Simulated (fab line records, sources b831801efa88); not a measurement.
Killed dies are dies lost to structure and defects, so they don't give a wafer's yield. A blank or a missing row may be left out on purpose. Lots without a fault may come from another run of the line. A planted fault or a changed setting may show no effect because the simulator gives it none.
fab line records | flow gf180mcu
record lots=14 wafers=42 last_day=34
route steps=602 shown V1@336 M2@363
lots that met no fault: from a run of the same line without faults
start_h: hours from the record's first day to the start of the lot's first wafer shown | wait_h: hours since the lot's step before | " the same as in the row above | L1.1+2: a row that stands for several wafers | - no value, or no start given | * or withheld: withheld | < > ~ a bound
route shown NAME@n: a module of which the file shows steps, and the number in the route of the first | usual: mean/standard deviation of fault-free wafers | same: alike in all rows | chamber/n: place in a boat | sites: the reading at each site | _std_site: their standard deviation | _edge_site: outer sites' mean less inner sites' | radius_mm: how far each site lies from the wafer's centre | mask NAME#n: copy n | behind: the tool/chamber that last shaped the wafer | hold: why the lot was held/for how many hours/how that ended | device: the transistor (n, p or np) that didn't switch | end of line: the same wafers' tests at the end of the route | a step without rows: its recipe alone | killed: dies lost to structure and defects at the first sort, not the wafer's yield | map: a wafer's dies, x killed, . not, _ none there
set.NAME: the setting as run; set.NAME@STEP: as run at that earlier step | model.NAME: the simulator's own value behind a step, which no gauge read
steps of the route over a sample of lots; a table a step, a row a wafer
services: from which hour (start_h, from the record's first day; less than 0 if before it) a tool's chamber was out of use, for how many hours, and why
## steps
# step GF_V1_THK_MEAS_01
# recipe reads=SiO2_of_V1_CVD_00
# usual V1_CVD_00_THK=600/7.4
# columns lot.wafer tool chamber start_h wait_h V1_CVD_00_THK[nm]
L120.4 film_metro-03 - 381.86 0.0 600
L120.5 " - " " 604
L120.6 " - " " 619
L122.1 film_metro-02 - 404.71 0.0 603
L122.4 " - " " 619
L122.5 " - " " 606
L123.1 film_metro-02 - 409.91 0.0 593
L123.3 " - " " 601
L123.4 " - " " 596
L126.1 film_metro-02 - 437.96 0.1 599
L126.2 " - " " 602
L126.3 " - " " 595
L127.1 film_metro-01 - 446.86 0.0 594
L127.2 " - " " 611
L127.4 " - " " 596
L128.1 film_metro-03 - 458.32 0.0 599
L128.3 " - " " 602
L128.6 " - " " 596
L129.2 film_metro-02 - 468.97 0.0 600
L129.5 " - " " 611
L129.6 " - " " 601
L131.1 film_metro-02 - 488.91 0.0 601
L131.4 " - " " 602
L131.6 " - " " 609
L134.1 film_metro-01 - 519.58 0.0 602
L134.3 " - " " 617
L134.4 " - " " 604
L135.2 film_metro-01 - 524.69 0.0 595
L135.4 " - " " 594
L135.5 " - " " 595
L139.1 film_metro-01 - 557.14 0.1 595
L139.3 " - " " 599
L139.5 " - " " 602
L140.1 film_metro-03 - 567.24 0.1 599
L140.4 " - " " 596
L140.5 " - " " 593
L141.4 film_metro-01 - 571.99 0.1 602
L141.5 " - " " 593
L141.6 " - " " 593
L143.1 film_metro-03 - 581.82 0.0 586
L143.4 " - " " 587
L143.5 " - " " 604
# step GF_V1_STRIP_18
# recipe chemistry=O2/N2 power_w=1400 pressure_mtorr=1500 platen_temp_c=250 o2_flow_sccm=3000 n2_flow_sccm=300 overash_fraction=0.5
# usual drypump_motor_current_A=5.8/0.59 heater_power_w=334/26 oes_product_au=0.592/0.0048 platen_temp_c=249.98/0.19
# columns lot.wafer tool chamber start_h wait_h drypump_motor_current_A heater_power_w oes_product_au platen_temp_c rf_hours_counter_h
L120.4 plasma_asher-02 1 405.25 - 5.9 320 0.594 250.24 -
L120.5 " 0 " " 6.2 353 0.590 250.15 -
L120.6 " 1 " " 5.9 318 0.588 249.96 -
L122.1 plasma_asher-02 1 429.03 - 5.9 315 0.591 250.02 32
L122.4 " 0 " " 6.2 355 0.591 249.89 -
L122.5 " 1 " " 5.9 317 0.588 250.16 -
L123.1 plasma_asher-04 1 435.38 - 5.4 349 0.595 249.93 1
L123.3 " 0 " " 6.7 292 0.594 250.02 -
L123.4 " 1 " " 5.4 346 0.593 249.92 -
L126.1 plasma_asher-01 1 463.52 - 5.8 327 0.600 250.37 66
L126.2 " 0 " " 4.8 370 0.596 250.11 66
L126.3 " 0 " " 4.9 360 0.595 249.96 -
L127.1 plasma_asher-04 1 472.33 - 5.4 346 0.601 250.28 4
L127.2 " 0 " " 6.7 291 0.589 249.99 4
L127.4 " 1 " " 5.4 361 0.592 249.82 -
L128.1 plasma_asher-02 0 483.54 - 6.2 352 0.592 250.10 38
L128.3 " 1 " " 5.9 313 0.590 249.99 -
L128.6 " 0 " " 6.2 350 0.587 249.76 -
L129.2 plasma_asher-04 1 493.85 - 5.4 344 0.590 250.32 7
L129.5 " 1 " " 5.4 354 0.595 249.89 -
L129.6 " 0 " " 6.7 293 0.590 249.88 -
L131.1 plasma_asher-01 0 513.92 - 4.9 363 0.591 249.99 70
L131.4 " 0 " " 4.9 358 0.599 250.07 -
L131.6 " 0 " " 4.9 371 0.583 249.74 -
L134.1 plasma_asher-04 0 543.32 - 6.7 299 0.600 249.93 12
L134.3 " 0 " " 6.7 294 0.598 250.00 -
L134.4 " 1 " " 5.4 349 0.590 250.04 -
L135.2 plasma_asher-02 1 548.02 - 5.9 324 0.589 249.98 46
L135.4 " 0 " " 6.2 356 0.590 250.04 -
L135.5 " 1 " " 5.9 332 0.590 250.18 -
L139.1 plasma_asher-02 0 580.12 - 6.2 351 0.592 250.21 49
L139.3 " 1 " " 5.9 314 0.602 249.58 -
L139.5 " 0 " " 6.2 356 0.595 250.09 -
L140.1 plasma_asher-04 0 589.57 - 6.7 292 0.589 250.12 16
L140.4 " 1 " " 5.4 350 0.590 249.96 -
L140.5 " 1 " " 5.3 348 0.587 250.13 -
L141.4 plasma_asher-01 1 593.83 - 5.8 334 0.589 250.45 -
L141.5 " 0 " " 4.9 360 0.589 249.97 -
L141.6 " 1 " " 5.8 337 0.585 249.85 -
L143.1 plasma_asher-04 0 604.02 - 6.7 294 0.586 249.59 18
L143.4 " 0 " " 6.6 294 0.600 249.55 -
L143.5 " 0 " " 6.7 288 0.599 249.85 -
# step GF_M2_SPUTTER_01
# recipe material=TiN target_thk_nm=30 power_w=6500 time_s=25.34 chamber_pressure_pa=0.4
# usual cathode_dc_power_W=6499.8/1.1 chamber_pressure_pa=0.4000/0.00079 throttle_valve_pct=30.5/1.1
# columns lot.wafer tool chamber start_h wait_h cathode_dc_power_W chamber_pressure_pa throttle_valve_pct
L120.4 pvd_sputter-01 - 406.55 0.1 6500.2 0.3994 31.8
L120.5 " - " " 6499.2 0.4010 30.1
L120.6 " - " " 6500.8 0.4009 29.4
L122.1 pvd_sputter-02 - 430.36 0.1 6499.3 0.3991 30.5
L122.4 " - " " 6499.5 0.3995 29.6
L122.5 " - " " 6498.0 0.4003 29.3
L123.1 pvd_sputter-01 - 436.70 0.1 6497.7 0.3984 29.6
L123.3 " - " " 6500.3 0.3999 32.8
L123.4 " - " " 6497.2 0.3995 30.5
L126.1 pvd_sputter-04 - 464.84 0.1 6498.3 0.4010 30.8
L126.2 " - " " 6499.5 0.4015 31.1
L126.3 " - " " 6500.4 0.3998 29.7
L127.1 pvd_sputter-01 - 473.65 0.1 6499.9 0.4011 31.7
L127.2 " - " " 6500.0 0.3993 29.4
L127.4 " - " " 6501.1 0.3990 30.3
L128.1 pvd_sputter-01 - 484.90 0.1 6501.8 0.3998 30.2
L128.3 " - " " 6500.6 0.4004 29.6
L128.6 " - " " 6499.7 0.4010 31.6
L129.2 pvd_sputter-02 - 495.18 0.1 6499.3 0.3997 29.5
L129.5 " - " " 6502.1 0.3993 29.7
L129.6 " - " " 6500.1 0.4000 28.8
L131.1 pvd_sputter-01 - 515.36 0.1 6499.8 0.3991 32.6
L131.4 " - " " 6500.0 0.3983 29.3
L131.6 " - " " 6499.1 0.3998 31.9
L134.1 pvd_sputter-01 - 544.64 0.1 - - -
L134.3 " - " " - - -
L134.4 " - " " - - -
L135.2 pvd_sputter-02 - 549.69 0.1 - - -
L135.4 " - " " - - -
L135.5 " - " " - - -
L139.1 pvd_sputter-01 - 581.45 0.1 6499.9 0.3992 29.5
L139.3 " - " " 6499.4 0.4004 30.3
L139.5 " - " " 6500.6 0.4003 29.7
L140.1 pvd_sputter-02 - 590.90 0.1 6499.4 0.3999 28.9
L140.4 " - " " 6497.9 0.3991 29.7
L140.5 " - " " 6499.7 0.3992 30.5
L141.4 pvd_sputter-01 - 595.14 0.0 6499.9 0.4013 32.7
L141.5 " - " " 6498.4 0.4002 31.7
L141.6 " - " " 6500.6 0.3998 29.9
L143.1 pvd_sputter-01 - 605.38 0.1 6500.0 0.3987 30.2
L143.4 " - " " 6501.7 0.4000 32.7
L143.5 " - " " 6500.6 0.4000 29.5
# step GF_M2_METAL_ETCH_16
# recipe chemistry=Cl2/BCl3 mask_material=KrF target_depth_nm=627.5 stop_on=SiO2 pressure_mtorr=8 icp_w=800 bias_w=140 Cl2_flow_sccm=80 bcl3_flow_sccm=40 time_s=104.6
# usual bcl3_flow_sccm=40.03/0.11 drypump_motor_current_A=5.7/0.41 he_backside_leak_sccm=3.36/0.3 mfc_cl2_sccm=80.03/0.25 oes_product_au=0.971/0.007 throttle_valve_pct=28.252/0.01
# columns lot.wafer tool chamber start_h wait_h bcl3_flow_sccm drypump_motor_current_A he_backside_leak_sccm mfc_cl2_sccm oes_product_au rf_hours_counter_h throttle_valve_pct
L120.4 rie_metal-04 1 431.18 0.0 40.14 5.3 3.47 79.68 0.969 - 28.255
L120.5 " 1 " " 40.14 5.3 3.28 80.30 0.972 - 28.254
L120.6 " 0 " " 40.00 6.3 3.23 79.95 0.974 - 28.246
L122.1 rie_metal-03 1 454.35 0.0 40.00 5.9 3.59 79.78 0.964 1 28.243
L122.4 " 0 " " 40.21 5.3 3.35 79.91 0.977 - 28.255
L122.5 " 0 " " 39.94 5.3 3.52 79.88 0.972 - 28.257
L123.1 rie_metal-04 0 460.86 0.0 40.12 6.3 3.19 80.09 0.963 6 28.254
L123.3 " 1 " " 40.08 5.3 3.53 80.14 0.984 - 28.257
L123.4 " 0 " " 40.00 6.3 3.16 79.78 0.969 - 28.245
L126.1 rie_metal-03 1 488.95 0.0 39.95 5.9 3.47 80.17 0.976 1 28.254
L126.2 " 0 " " 39.94 5.3 3.23 80.58 0.969 10 28.250
L126.3 " 0 " " 40.02 5.3 3.49 80.19 0.962 - 28.262
L127.1 rie_metal-04 1 497.90 0.0 40.02 5.3 3.43 80.10 0.961 10 28.254
L127.2 " 0 " " 40.06 6.3 3.31 80.06 0.977 7 28.253
L127.4 " 1 " " 39.96 5.3 3.49 79.88 0.975 - 28.267
L128.1 rie_metal-03 1 508.60 0.0 39.98 5.9 3.54 79.73 0.975 2 28.245
L128.3 " 0 " " 40.17 5.3 3.15 80.03 0.958 - 28.247
L128.6 " 0 " " 40.20 5.3 3.16 79.91 0.971 - 28.245
L129.2 rie_metal-03 1 518.76 0.1 40.13 5.9 3.45 79.94 0.965 - 28.263
L129.5 " 1 " " 40.04 5.9 3.49 80.10 0.970 - 28.269
L129.6 " 1 " " 39.82 6.0 3.48 80.18 0.971 - 28.264
L131.1 rie_metal-04 1 538.40 0.0 39.90 5.3 3.85 80.01 0.979 10 28.237
L131.4 " 0 " " 40.02 6.3 3.34 79.66 0.978 - 28.238
L131.6 " 0 " " 40.06 6.3 3.31 79.83 0.979 - 28.260
L134.1 rie_metal-03 0 566.62 0.0 40.16 5.3 3.02 80.08 0.948 1 28.266
L134.3 " 0 " " 40.26 5.3 3.10 80.42 0.946 - 28.284
L134.4 " 1 " " 40.15 5.9 3.37 80.04 0.944 - 28.281
L135.2 rie_metal-01 1 571.95 0.0 40.01 5.4 3.10 79.94 0.943 7 28.286
L135.4 " 1 " " 40.04 5.4 3.09 80.55 0.945 - 28.277
L135.5 " 1 " " 39.97 5.4 3.12 79.74 0.949 - 28.266
L139.1 rie_metal-01 1 602.80 0.0 39.97 5.4 3.17 79.91 0.969 8 28.251
L139.3 " 0 " " 40.02 5.3 3.60 80.02 0.974 - 28.248
L139.5 " 1 " " 40.03 5.4 3.01 79.84 0.973 - 28.269
L140.1 rie_metal-01 1 611.75 0.0 39.89 5.5 3.18 80.08 0.979 8 28.260
L140.4 " 0 " " 39.90 5.3 3.44 79.96 0.971 - 28.257
L140.5 " 1 " " 39.90 5.5 3.16 80.02 0.960 - 28.251
L141.4 rie_metal-04 1 615.74 0.0 40.13 5.3 3.73 80.14 0.978 - 28.268
L141.5 " 0 " " 39.94 6.3 3.30 80.06 0.962 - 28.258
L141.6 " 1 " " 40.07 5.3 3.46 80.22 0.967 - 28.263
L143.1 rie_metal-04 0 625.29 0.0 39.94 6.3 3.34 80.09 0.966 10 28.257
L143.4 " 0 " " 39.96 6.3 3.23 80.25 0.974 - 28.245
L143.5 " 1 " " 40.12 5.3 3.58 80.01 0.973 - 28.272
## services
# columns tool chamber start_h hours kind
plasma_asher-02 - 384.33 14.6 pm
pvd_sputter-01 - 414.27 3.9 repair
plasma_asher-04 - 421.25 9.0 pm
plasma_asher-04 0 421.25 9.0 vent_cycle
plasma_asher-04 1 421.25 9.0 vent_cycle
rie_metal-01 - 427.49 0.3 repair
pvd_sputter-01 1 441.81 - consumable_replace:kit
pvd_sputter-01 1 441.81 18.0 scheduled_down
pvd_sputter-01 1 441.81 18.0 vent_cycle
plasma_asher-01 - 447.86 2.8 pm
pvd_sputter-01 - 460.43 3.0 repair
plasma_asher-02 - 480.00 2.8 pm
plasma_asher-01 - 483.98 15.6 pm
rie_metal-04 - 533.91 0.4 repair
rie_metal-01 1 552.93 1.5 repair
plasma_asher-02 - 557.39 0.8 repair
plasma_asher-02 - 561.91 1.3 repair
rie_metal-04 - 562.94 2.8 pm
plasma_asher-01 - 566.69 2.2 repair
pvd_sputter-04 - 577.63 2.6 repair
pvd_sputter-01 0 583.74 - consumable_replace:kit
pvd_sputter-01 0 583.74 18.0 scheduled_down
pvd_sputter-01 0 583.74 18.0 vent_cycle
plasma_asher-02 - 609.34 7.0 repair
## key
first_sign step=GF_M2_SPUTTER_01 reading=tool_record direction=missing
effect step=GF_M2_METAL_ETCH_16 reading=oes_product_au direction=down sigmas=3.6 usual=0.971 struck=0.946
met_at GF_M2_SPUTTER_01
struck_lots L134,L135
later_rows_left_out L134.1,L134.3,L134.4,L135.2,L135.4,L135.5
sort_left_out L134.1,L134.3,L134.4,L135.2,L135.4,L135.5
not_acting_at GF_V1_THK_MEAS_01,GF_V1_STRIP_18
onset_between 515.36 544.64
fault kind=skipped_step_whole tool=pvd_sputter-01,pvd_sputter-02 chamber=- onset_h=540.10 steps=GF_M2_SPUTTER_01 scope=struck_lots_only
# sort_left_out: the simulated sort isn't trusted on such a fault, so these wafers' sort isn't shown, and their yield isn't known
# later_rows_left_out: the simulator's readings of these wafers behind a module that went badly wrong aren't trusted and aren't shown, but for the sort
